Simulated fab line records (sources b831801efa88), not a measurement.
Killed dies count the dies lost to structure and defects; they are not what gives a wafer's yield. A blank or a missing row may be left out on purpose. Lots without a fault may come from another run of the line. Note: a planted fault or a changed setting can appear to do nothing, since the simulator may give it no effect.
Struck lot and sound lot, side by side	flow sky130	15 steps out of a route of 708
Sound: the wafers L844.1, L844.2, L844.5. Wafers L842.1, L842.2, L842.4 were the ones struck. The cause is given at the end.
Order at every step that has rows: each side's tool, ch and its chambers, its first start. Under that, the readings that differ: sound wafers	struck wafers	difference of the means	sigmas: that difference in standard deviations of wafers without a fault.
alike: a reading whose means differ by less than 2 such deviations, as well as words and numbers matching on both sides. not compared: withheld readings; readings where some wafer has no value; bounds like >300 that might hide an equal value; numbers whose values overlap and for which the record gives no deviation.
A row with sigmas, a row that says differs or no value, or rows on one side alone: a step with any of these is where the two part. Numbers that have no deviation but don't overlap get no sigmas and don't part them. A reading missing from all wafers of one side parts the sides only when that side holds two or more wafers.

first, 1 step without rows for these wafers: SKY_VT_ADJUST_LVTN_IMPLANT_19.
SKY_VT_ADJUST_LVTN_STRIP_20: strips in O2/N2.
  sound on plasma asher-02 ch 0,1, day 13 15:13; struck on plasma asher-02 ch 0,1, day 12 18:49
  alike: drypump motor current A, oes product au, strip time to endpoint s
  not compared: rf hours counter h
SKY_VT_ADJUST_LVTN_TW_MEAS_21:
  sound: film metro-01 at day 13 15:19; struck: film metro-04 at day 12 18:55
reading	sound	struck	difference	sigmas
VT_ADJUST_LVTN_2_TW	186.1 186.3 186.0	190.9 190.9 191.0	+4.8	+2
then, 7 steps without rows for these wafers: SKY_VT_ADJUST_NCORE_DEHYDRATE_00 (time 60 s); SKY_VT_ADJUST_NCORE_HMDS_01 (prime time 60 s); SKY_VT_ADJUST_NCORE_COAT_02 (resist thk 1140 nm); SKY_VT_ADJUST_NCORE_SOFTBAKE_03 (time 60 s); SKY_VT_ADJUST_NCORE_EXPOSE_04 (exposes mask LVTN COMPLEMENT THIN, target cd 380 nm); SKY_VT_ADJUST_NCORE_PEB_05; SKY_VT_ADJUST_NCORE_DEVELOP_06 (develop time 60 s).
SKY_VT_ADJUST_NCORE_CD_MEAS_07 targets a cd of 380 nm.
  sound: cd sem-01 at day 14 17:42; struck: cd sem-01 at day 13 20:50
  alike: cd nm
SKY_VT_ADJUST_NCORE_OVL_MEAS_08:
  sound: overlay-01 at day 14 17:49; struck: overlay-01 at day 13 20:58
reading	sound	struck	difference	sigmas
VT_ADJUST_NCORE_OVL (nm)	2.1 1.5 3.1	-1.6 -0.1 0.7	-2.6	-2
SKY_VT_ADJUST_NCORE_IMPLANT_09:
  struck on implanter-03, day 13 21:00; sound on implanter-01 ch 0, day 14 17:52
  no value came back on the struck wafers for beam energy keV, beam on s (s); on the sound wafers beam energy keV reads 10.006 10.000 10.001
SKY_VT_ADJUST_NCORE_STRIP_10: strips in O2/N2.
  sound on plasma asher-02 ch 0,1, day 14 18:01; struck on plasma asher-03 ch 0,1, day 13 21:09
reading	sound	struck	difference	sigmas
strip time to endpoint s (s)	14.28 14.27 14.27	14.14 14.15 14.20	-0.11	-3
  alike: drypump motor current A, oes product au
  not compared: rf hours counter h
SKY_VT_ADJUST_NCORE_TW_MEAS_11:
  sound: film metro-01 at day 14 18:07; struck: film metro-03 at day 13 21:15
reading	sound	struck	difference	sigmas
VT_ADJUST_NCORE_TW	216.4 216.2 215.8	29.7 29.7 29.7	-186.4	-99 or more

## WHERE THEY PART
First at SKY_VT_ADJUST_LVTN_TW_MEAS_21; last, within this record, at SKY_VT_ADJUST_NCORE_TW_MEAS_11.

WHY: whatever the simulator had introduced
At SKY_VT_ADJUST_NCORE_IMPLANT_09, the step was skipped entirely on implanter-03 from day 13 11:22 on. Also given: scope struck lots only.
